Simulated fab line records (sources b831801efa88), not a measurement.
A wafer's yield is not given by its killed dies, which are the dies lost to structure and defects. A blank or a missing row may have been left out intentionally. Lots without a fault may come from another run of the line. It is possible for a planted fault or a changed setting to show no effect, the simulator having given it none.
2 desks, one fault	flow gf180mcu	each desk holds nothing but its own numbers, with what lay behind them at the end

## THE METROLOGY DESK
Means of the sampled wafers that have a number, per lot and without regard to the tool the lot ran on: this is what the gauges read. Marked OUT: a lot whose mean sits more than 4 standard deviations from the usual mean, which makes it out of limits; the brackets give that distance.
Columns: A = V5_CVD_00_THK at GF_V5_THK_MEAS_01, usual 300.2 nm
lot	first seen here	A
L607	day 26 12:52	303.2
L608	day 26 21:38	299.8
L609	day 27 02:07	300.2
L610	day 27 13:50	300.5
L612	day 27 20:44	299.7
L611	day 27 21:26	302.5
L614	day 28 11:44	302.4
L615	day 28 23:44	299.5
L617	day 29 10:20	301.3
L618	day 29 19:18	297.1
L619	day 30 03:35	300.6
L620	day 30 08:37	297.7
L622	day 30 16:55	298.5
Result from this desk: across the 13 lots, nothing is out of limits.

## AT THE TOOL OWNER'S DESK: pvd sputter-03
The tool's own readings at GF_M2_SPUTTER_01 (material TiN, target thk 30 nm, time 25 s): means of the sampled wafers that have a number, for each lot that ran on this tool. Marked OUT: a lot whose mean sits more than 4 standard deviations from the usual mean, which makes it out of limits; the brackets give that distance.
Columns: A = throttle valve pct at GF_M2_SPUTTER_01, usual 29.7 %
lot	first seen here	A
L608	day 18 20:21	29.7
L609	day 19 00:10	29.2
L610	day 19 16:08	29.6
L611	day 19 22:22	29.3
L615	day 21 08:39	28.6
L617	day 21 20:55	30.8
L619	day 22 18:41	30.0
L620	day 23 01:45	29.5
L622	day 23 12:56	28.9
Result from this desk: across the 9 lots, nothing is out of limits.

## BROUGHT TOGETHER
The metrology desk saw nothing out of limits.
The tool owner's desk saw nothing out of limits.

## WHAT THE SIMULATOR HAD PUT IN
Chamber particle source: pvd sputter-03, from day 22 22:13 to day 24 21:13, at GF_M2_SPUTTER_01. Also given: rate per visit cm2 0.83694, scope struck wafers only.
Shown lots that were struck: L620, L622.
